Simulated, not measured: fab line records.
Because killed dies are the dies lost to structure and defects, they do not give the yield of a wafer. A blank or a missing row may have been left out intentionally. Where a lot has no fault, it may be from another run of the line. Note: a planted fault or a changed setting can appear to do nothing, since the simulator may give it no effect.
fab line records ; flow sky130
[record] lots = 12; wafers = 36; lastDay = 48
route steps=708 shown FIELD_ISO@15 NWELL@34 VT_ADJUST_NCORE@126 VT_ADJUST_HVTR@140
lots that met no fault: from a run of the same line without faults
startH: the number of hours between the record's first day and the start of the first shown wafer of the lot ; waitH: hours from the lot's prior step to this one ; " as in the row above ; L1.1+2: several wafers, shown together as one row ; - no value, or no start was given ; * or withheld: withheld ; < > ~ a bound
route shown NAME@n: names a module that has steps shown in the file, with the first one's number in the route ; usual: mean/standard deviation of fault-free wafers ; same: alike in all rows ; chamber/n: place in a boat ; sites: per-site readings ; _std_site: how widely they spread, as a standard deviation ; _edge_site: mean of outer sites minus mean of inner sites ; radiusMm: for every site, how far away it sits from the centre of the wafer ; mask NAME#n: copy n ; behind: the most recent tool/chamber to have shaped the wafer ; hold: cause of the lot's hold/its duration in hours/its outcome ; device: whichever transistor did not switch (one of n, p or np) ; end of line: the tests these same wafers got at the end of their route ; step lacking rows: just its recipe ; killed: count of dies lost to structure and defects at first sort (not the wafer's yield) ; map: per-die view of a wafer (x killed, . not killed, _ where there is no die)
set.NAME: setting as actually run; set.NAME@STEP: the setting as run at that earlier step ; model.NAME: the simulator's own value behind a step, which no gauge read
a sample of lots followed through the steps of the route, with each step as a table and each wafer as a row
services: a tool's chamber out of use, with start hour (startH, from the record's first day; less than 0 if before it), hours out, and reason
[[steps]]
[step SKY_FIELD_ISO_ETCH_14]
[recipe] chemistry = N2/H2; target = BARC; ionEnergyEv = 200; sourceW = 500; biasW = 100; pressureMtorr = 30; n2FlowSccm = 100; h2FlowSccm = 200; stopOn = SiO2; timeS = 45.9; targetDepthA = 600
[usual] drypumpMotorCurrentA = 5.8/0.49; n2FlowSccm = 100.0/0.35; oesProductAu = 0.855/0.0047; throttleValvePct = 13.224/0.0091
lot.wafer;tool;chamber;startH;waitH;drypumpMotorCurrentA;n2FlowSccm;oesProductAu;rfHoursCounterH;throttleValvePct
L265.3;rieDiel-03;3;28.06;0.1;5.7;100.0;0.857;115;13.211
L265.4;rieDiel-03;0;28.06;0.1;6.6;99.7;0.852;133;13.229
L265.6;rieDiel-03;3;28.06;0.1;5.6;100.4;0.844;-;13.220
L268.2;rieDiel-03;0;44.71;0.1;6.6;99.6;0.849;133;13.216
L268.4;rieDiel-03;1;44.71;0.1;6.2;99.7;0.854;70;13.216
L268.5;rieDiel-03;0;44.71;0.1;6.6;100.4;0.855;-;13.224
L269.1;rieDiel-03;3;51.16;0.1;5.7;100.4;0.851;116;13.226
L269.2;rieDiel-03;2;51.16;0.1;6.0;100.1;0.849;7;13.211
L269.3;rieDiel-03;1;51.16;0.1;6.2;99.7;0.854;70;13.235
L270.2;rieDiel-03;1;56.86;0.1;6.3;100.3;0.855;71;13.214
L270.3;rieDiel-03;2;56.86;0.1;6.0;99.9;0.856;7;13.212
L270.5;rieDiel-03;0;56.86;0.1;6.6;99.3;0.854;-;13.218
L271.1;rieDiel-04;2;62.65;0.1;5.6;100.0;0.859;169;13.213
L271.4;rieDiel-04;3;62.65;0.1;5.5;100.1;0.866;7;13.220
L271.5;rieDiel-04;3;62.65;0.1;5.5;99.9;0.857;-;13.226
L272.1;rieDiel-01;3;66.55;0.1;5.9;100.1;0.858;14;13.216
L272.5;rieDiel-01;3;66.55;0.1;5.9;100.5;0.857;-;13.235
L272.6;rieDiel-01;2;66.55;0.1;6.0;100.2;0.849;-;13.213
L273.2;rieDiel-01;3;70.46;0.1;6.0;99.8;0.851;15;13.230
L273.3;rieDiel-01;2;70.46;0.1;6.0;100.1;0.855;105;13.222
L273.5;rieDiel-01;2;70.46;0.1;6.0;99.9;0.853;-;13.219
L274.1;rieDiel-04;2;75.41;0.1;5.6;99.7;0.855;169;13.214
L274.3;rieDiel-04;1;75.41;0.1;5.2;100.0;0.853;57;13.226
L274.5;rieDiel-04;3;75.41;0.1;5.5;100.3;0.846;-;13.217
L276.1;rieDiel-01;0;86.12;0.1;5.8;100.2;0.854;122;13.221
L276.4;rieDiel-01;3;86.12;0.1;6.0;99.7;0.857;-;13.213
L276.5;rieDiel-01;0;86.12;0.1;5.8;100.2;0.853;-;13.223
L277.1;rieDiel-03;1;90.71;0.1;6.3;99.3;0.857;71;13.216
L277.3;rieDiel-03;2;90.71;0.1;6.0;100.2;0.851;7;13.211
L277.4;rieDiel-03;0;90.71;0.1;6.6;100.3;0.852;135;13.228
L278.1;rieDiel-04;3;96.81;0.1;5.5;100.2;0.856;8;13.222
L278.2;rieDiel-04;0;96.81;0.1;4.8;100.5;0.855;1;13.232
L278.3;rieDiel-04;3;96.81;0.1;5.5;100.4;0.854;-;13.227
L279.1;rieDiel-03;0;101.95;0.1;6.6;100.0;0.862;135;13.216
L279.4;rieDiel-03;1;101.95;0.1;6.3;100.0;0.854;72;13.216
L279.6;rieDiel-03;1;101.95;0.1;6.3;100.1;0.853;-;13.219
[step SKY_NWELL_THK_MEAS_02]
[recipe] reads = SiO2_of_NWELL_OXIDATION_01
[usual] NWELL_OXIDATION_THK = 9.94/0.15
lot.wafer;tool;chamber;startH;waitH;NWELL_OXIDATION_THK[nm]
L265.3;filmMetro-01;-;41.13;0.0;9.97
L265.4;filmMetro-01;-;41.13;0.0;9.75
L265.6;filmMetro-01;-;41.13;0.0;9.88
L268.2;filmMetro-03;-;52.45;0.0;10.22
L268.4;filmMetro-03;-;52.45;0.0;9.99
L268.5;filmMetro-03;-;52.45;0.0;9.89
L269.1;filmMetro-02;-;58.03;0.0;9.74
L269.2;filmMetro-02;-;58.03;0.0;9.84
L269.3;filmMetro-02;-;58.03;0.0;9.88
L270.2;filmMetro-02;-;63.25;0.0;9.83
L270.3;filmMetro-02;-;63.25;0.0;9.83
L270.5;filmMetro-02;-;63.25;0.0;9.84
L271.1;filmMetro-01;-;68.43;0.0;10.09
L271.4;filmMetro-01;-;68.43;0.0;9.88
L271.5;filmMetro-01;-;68.43;0.0;9.96
L272.1;filmMetro-03;-;73.40;0.0;9.93
L272.5;filmMetro-03;-;73.40;0.0;9.91
L272.6;filmMetro-03;-;73.40;0.0;9.84
L273.2;filmMetro-03;-;78.04;0.0;9.67
L273.3;filmMetro-03;-;78.04;0.0;9.72
L273.5;filmMetro-03;-;78.04;0.0;9.62
L274.1;filmMetro-01;-;83.67;0.0;9.87
L274.3;filmMetro-01;-;83.67;0.0;10.01
L274.5;filmMetro-01;-;83.67;0.0;10.13
L276.1;filmMetro-01;-;92.78;0.0;9.98
L276.4;filmMetro-01;-;92.78;0.0;9.93
L276.5;filmMetro-01;-;92.78;0.0;9.89
L277.1;filmMetro-01;-;98.41;0.0;10.03
L277.3;filmMetro-01;-;98.41;0.0;9.99
L277.4;filmMetro-01;-;98.41;0.0;10.07
L278.1;filmMetro-01;-;104.83;0.0;9.82
L278.2;filmMetro-01;-;104.83;0.0;9.76
L278.3;filmMetro-01;-;104.83;0.0;9.84
L279.1;filmMetro-01;-;108.03;0.0;10.13
L279.4;filmMetro-01;-;108.03;0.0;10.09
L279.6;filmMetro-01;-;108.03;0.0;9.99
[step SKY_VT_ADJUST_NCORE_CD_MEAS_07]
[recipe] targetCdNm = 380
[usual] cdNm = 380.0/2.8
lot.wafer;tool;chamber;startH;waitH;cdNm
L265.3;cdSem-01;-;189.04;0.1;379.1
L265.4;cdSem-01;-;189.04;0.1;377.4
L265.6;cdSem-01;-;189.04;0.1;375.8
L268.2;cdSem-02;-;202.82;0.1;377.8
L268.4;cdSem-02;-;202.82;0.1;377.7
L268.5;cdSem-02;-;202.82;0.1;376.5
L269.1;cdSem-01;-;209.55;0.1;376.8
L269.2;cdSem-01;-;209.55;0.1;376.2
L269.3;cdSem-01;-;209.55;0.1;377.2
L270.2;cdSem-02;-;218.37;0.1;377.4
L270.3;cdSem-02;-;218.37;0.1;376.3
L270.5;cdSem-02;-;218.37;0.1;375.7
L271.1;cdSem-02;-;223.85;0.1;380.8
L271.4;cdSem-02;-;223.85;0.1;381.9
L271.5;cdSem-02;-;223.85;0.1;381.5
L272.1;cdSem-02;-;229.90;0.1;379.8
L272.5;cdSem-02;-;229.90;0.1;380.7
L272.6;cdSem-02;-;229.90;0.1;382.2
L273.2;cdSem-02;-;234.57;0.1;381.8
L273.3;cdSem-02;-;234.57;0.1;380.2
L273.5;cdSem-02;-;234.57;0.1;381.8
L274.1;cdSem-02;-;244.25;0.1;380.2
L274.3;cdSem-02;-;244.25;0.1;381.6
L274.5;cdSem-02;-;244.25;0.1;381.4
L276.1;cdSem-01;-;255.74;0.1;385.6
L276.4;cdSem-01;-;255.74;0.1;384.3
L276.5;cdSem-01;-;255.74;0.1;385.8
L277.1;cdSem-01;-;265.45;0.1;380.8
L277.3;cdSem-01;-;265.45;0.1;380.8
L277.4;cdSem-01;-;265.45;0.1;380.6
L278.1;cdSem-02;-;274.35;0.1;381.8
L278.2;cdSem-02;-;274.35;0.1;380.9
L278.3;cdSem-02;-;274.35;0.1;380.2
L279.1;cdSem-01;-;276.99;0.1;378.9
L279.4;cdSem-01;-;276.99;0.1;376.8
L279.6;cdSem-01;-;276.99;0.1;377.5
[step SKY_VT_ADJUST_HVTR_IMPLANT_09]
[recipe] species = B; energyKev = 10; doseCm2 = 2.1e+12; tiltDeg = withheld
[usual] implantIonAmu = 11/0
lot.wafer;tool;chamber;startH;waitH;implantIonAmu
L265.3;implanter-02;0;210.76;0.1;11
L265.4;implanter-02;0;210.76;0.1;11
L265.6;implanter-02;0;210.76;0.1;11
L268.2;implanter-03;0;224.11;0.0;11
L268.4;implanter-03;0;224.11;0.0;11
L268.5;implanter-03;0;224.11;0.0;11
L269.1;implanter-03;0;231.23;0.1;11
L269.2;implanter-03;0;231.23;0.1;11
L269.3;implanter-03;0;231.23;0.1;11
L270.2;implanter-02;0;239.51;0.0;11
L270.3;implanter-02;0;239.51;0.0;11
L270.5;implanter-02;0;239.51;0.0;11
L271.1;implanter-03;0;246.05;0.0;11
L271.4;implanter-03;0;246.05;0.0;11
L271.5;implanter-03;0;246.05;0.0;11
L272.1;implanter-04;0;252.75;0.0;11
L272.5;implanter-04;0;252.75;0.0;11
L272.6;implanter-04;0;252.75;0.0;11
L273.2;implanter-02;0;257.83;0.0;11
L273.3;implanter-02;0;257.83;0.0;11
L273.5;implanter-02;0;257.83;0.0;11
L274.1;implanter-04;0;267.65;0.0;11
L274.3;implanter-04;0;267.65;0.0;11
L274.5;implanter-04;0;267.65;0.0;11
L276.1;implanter-02;0;279.40;0.0;49
L276.4;implanter-02;0;279.40;0.0;49
L276.5;implanter-02;0;279.40;0.0;49
L277.1;implanter-02;0;289.95;0.0;49
L277.3;implanter-02;0;289.95;0.0;49
L277.4;implanter-02;0;289.95;0.0;49
L278.1;implanter-02;0;298.84;0.0;49
L278.2;implanter-02;0;298.84;0.0;49
L278.3;implanter-02;0;298.84;0.0;49
L279.1;implanter-02;0;302.54;0.0;49
L279.4;implanter-02;0;302.54;0.0;49
L279.6;implanter-02;0;302.54;0.0;49
[step SKY_VT_ADJUST_HVTR_TW_MEAS_11]
[usual] VT_ADJUST_HVTR_TW = 213.1/1.9
lot.wafer;tool;chamber;startH;waitH;VT_ADJUST_HVTR_TW
L265.3;filmMetro-01;-;210.98;0.1;211.1
L265.4;filmMetro-01;-;210.98;0.1;211.2
L265.6;filmMetro-01;-;210.98;0.1;211.8
L268.2;filmMetro-02;-;224.35;0.1;212.8
L268.4;filmMetro-02;-;224.35;0.1;211.8
L268.5;filmMetro-02;-;224.35;0.1;212.4
L269.1;filmMetro-03;-;231.48;0.1;216.5
L269.2;filmMetro-03;-;231.48;0.1;215.6
L269.3;filmMetro-03;-;231.48;0.1;216.4
L270.2;filmMetro-03;-;239.75;0.1;215.5
L270.3;filmMetro-03;-;239.75;0.1;215.1
L270.5;filmMetro-03;-;239.75;0.1;214.5
L271.1;filmMetro-03;-;246.30;0.1;214.4
L271.4;filmMetro-03;-;246.30;0.1;213.9
L271.5;filmMetro-03;-;246.30;0.1;214.5
L272.1;filmMetro-01;-;253.00;0.1;211.9
L272.5;filmMetro-01;-;253.00;0.1;211.6
L272.6;filmMetro-01;-;253.00;0.1;210.9
L273.2;filmMetro-01;-;258.06;0.1;212.2
L273.3;filmMetro-01;-;258.06;0.1;212.3
L273.5;filmMetro-01;-;258.06;0.1;210.5
L274.1;filmMetro-02;-;267.90;0.1;211.8
L274.3;filmMetro-02;-;267.90;0.1;212.4
L274.5;filmMetro-02;-;267.90;0.1;211.7
L276.1;filmMetro-03;-;279.65;0.1;312.2
L276.4;filmMetro-03;-;279.65;0.1;312.7
L276.5;filmMetro-03;-;279.65;0.1;311.6
L277.1;filmMetro-02;-;290.20;0.1;306.7
L277.3;filmMetro-02;-;290.20;0.1;306.1
L277.4;filmMetro-02;-;290.20;0.1;305.8
L278.1;filmMetro-03;-;299.09;0.1;312.8
L278.2;filmMetro-03;-;299.09;0.1;314.1
L278.3;filmMetro-03;-;299.09;0.1;312.1
L279.1;filmMetro-03;-;302.79;0.1;313.6
L279.4;filmMetro-03;-;302.79;0.1;311.3
L279.6;filmMetro-03;-;302.79;0.1;312.9
[[services]]
tool;chamber;startH;hours;kind
rieDiel-04;2;26.84;5.8;repair
rieDiel-03;-;30.86;1.7;repair
rieDiel-01;-;39.70;14.6;pm
implanter-03;-;40.88;3.9;repair
rieDiel-01;1;55.18;64.7;repair
implanter-03;-;82.65;0.7;repair
rieDiel-04;1;93.37;7.0;repair
rieDiel-03;1;104.13;10.3;repair
rieDiel-04;-;106.11;2.8;pm
rieDiel-01;1;147.61;18.1;repair
implanter-02;-;152.21;3.5;repair
rieDiel-01;0;159.23;3.3;repair
rieDiel-01;-;159.57;15.6;pm
rieDiel-03;3;198.61;7.4;repair
rieDiel-01;-;203.45;2.8;pm
implanter-02;-;211.35;4.5;repair
rieDiel-03;0;215.11;3.7;repair
implanter-02;-;215.81;3.2;pm
implanter-02;-;220.33;13.1;pm
rieDiel-03;0;223.54;3.5;repair
rieDiel-03;0;230.76;14.5;repair
implanter-03;-;233.70;1.7;repair
implanter-02;-;280.70;3.3;repair
rieDiel-03;0;292.50;8.2;repair
[[key]]
[firstSign] step = SKY_VT_ADJUST_HVTR_IMPLANT_09; reading = implantIonAmu; direction = up; sigmas = 99+; usual = 11; struck = 49
[effect] step = SKY_VT_ADJUST_HVTR_TW_MEAS_11; reading = VT_ADJUST_HVTR_TW; direction = up; sigmas = 53; usual = 213.1; struck = 311.0
metAt SKY_VT_ADJUST_HVTR_IMPLANT_09
struckLots L276,L277,L278,L279
testerLeftOut L276,L277,L278,L279
notActingAt SKY_FIELD_ISO_ETCH_14,SKY_NWELL_THK_MEAS_02,SKY_VT_ADJUST_NCORE_CD_MEAS_07
onsetBetween 267.65 279.40
[fault] kind = wrongRecipeDownload; tool = implanter-02,implanter-03,implanter-04; chamber = -; onsetH = 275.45; steps = SKY_VT_ADJUST_HVTR_IMPLANT_09; wrongRecipe.notListed = 1
// testerLeftOut: of these lots the tester's yield and bins aren't shown, on N5 and GAA mostly nor the transistor test; their killed dies are dies lost to structure and defects alone, not to doping, threshold or leakage, so they don't give the yield
